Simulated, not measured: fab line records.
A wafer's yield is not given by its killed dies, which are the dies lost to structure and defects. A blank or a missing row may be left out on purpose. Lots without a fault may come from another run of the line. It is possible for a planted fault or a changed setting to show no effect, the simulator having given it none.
Problem report in the 8D (eight disciplines) form, filled by code || flow sky130 || the parts of the form that need people (team, actions taken, sign-off) are left out

== 1. THE ISSUE ==
Wafers without a fault read 24 with a standard deviation of 5.8, while killed_at_contacts at SKY_PAD_OPEN_PROBE_99 averages 79 across 3 wafers of 1 lot. Measured from the usual mean, that is +9.5 standard deviations.
Earliest sighting: wafer L522.1 on prober-02 at day 49 01:44. The record holds 3 wafers of 1 lot with a number at this step. The rule behind "out" and "out of limits": a value lying over 4 standard deviations away from the usual mean. The other wafers with a number count as sound.

== 2. WHAT IT IS; WHAT IT IS NOT ==
{"question": "which readings at this step", "is": "killed_at_contacts, killed_dies", "is not": "killed_at_front_end, killed_at_other, killed_open, killed_short"}
{"question": "which lots", "is": "L522", "is not": "-"}
{"question": "which wafers of those lots", "is": "all that have a number", "is not": "-"}
{"question": "read on which tools", "is": "prober-02", "is not": "-"}
{"question": "when", "is": "from day 49 01:44", "is not": "up to then (0 sound wafers)"}

== 3. THE SUSPECTS, EACH WITH WHAT RULES IT OUT ==
Counting: a tool stays on the suspect list if, at a process step up to the reading, it processed all lots that are out and no sound lot following the first of them.
- wet_bench-02 at SKY_LOCAL_INTERCONNECT_CLEAN_18 (cleans in O3/DIW): kept. It ran the lot that is out, L522 (day 34 20:48), and no sound lot after that.
- prober-02 at SKY_PAD_OPEN_PROBE_99: kept. It ran the lot that is out, L522 (day 49 01:44), and no sound lot after that. Out on those wafers are its own readings of killed_at_contacts, killed_dies.
What counting leaves: wet_bench-02 at SKY_LOCAL_INTERCONNECT_CLEAN_18 and prober-02 at SKY_PAD_OPEN_PROBE_99.

== 4. THE CAUSE (what the simulator had put in) ==
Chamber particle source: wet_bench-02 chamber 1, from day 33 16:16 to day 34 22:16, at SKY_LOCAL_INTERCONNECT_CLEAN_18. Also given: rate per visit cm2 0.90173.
After counting, 2 suspects remain, this tool included.

== 5. THE EFFECT CHAIN, in route order ==
Each row: a reading whose mean over the struck wafers that have a number lies more than 3 standard deviations from the usual. Readings are gone through only where the record gives a usual standard deviation; hours: the median, over the lots, of the time from a lot's start at the first step in this table giving one to that lot's start at this step; sigmas: the change measured in usual standard deviations.
{"hours": 0, "step": "SKY_PAD_OPEN_PROBE_99", "reading": "killed_at_contacts", "usual": 24, "on struck wafers": 79, "change": "+55", "sigmas": "+9.5"}
{"hours": 0, "step": "SKY_PAD_OPEN_PROBE_99", "reading": "killed_dies", "usual": 88, "on struck wafers": 132, "change": "+44", "sigmas": "+4.7"}
Here are the process steps it includes:
- SKY_PAD_OPEN_PROBE_99

== 6. WHAT WOULD HAVE CAUGHT IT SOONER ==
369 hours passed between the start of the fault at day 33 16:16 and the first reading out of limits in this record, taken at day 49 01:44.
By day 49 01:44, every lot that is out (1) had started SKY_LOCAL_INTERCONNECT_CLEAN_18 on wet_bench-02. Had the tool been put on hold then, not one of them would have been saved.
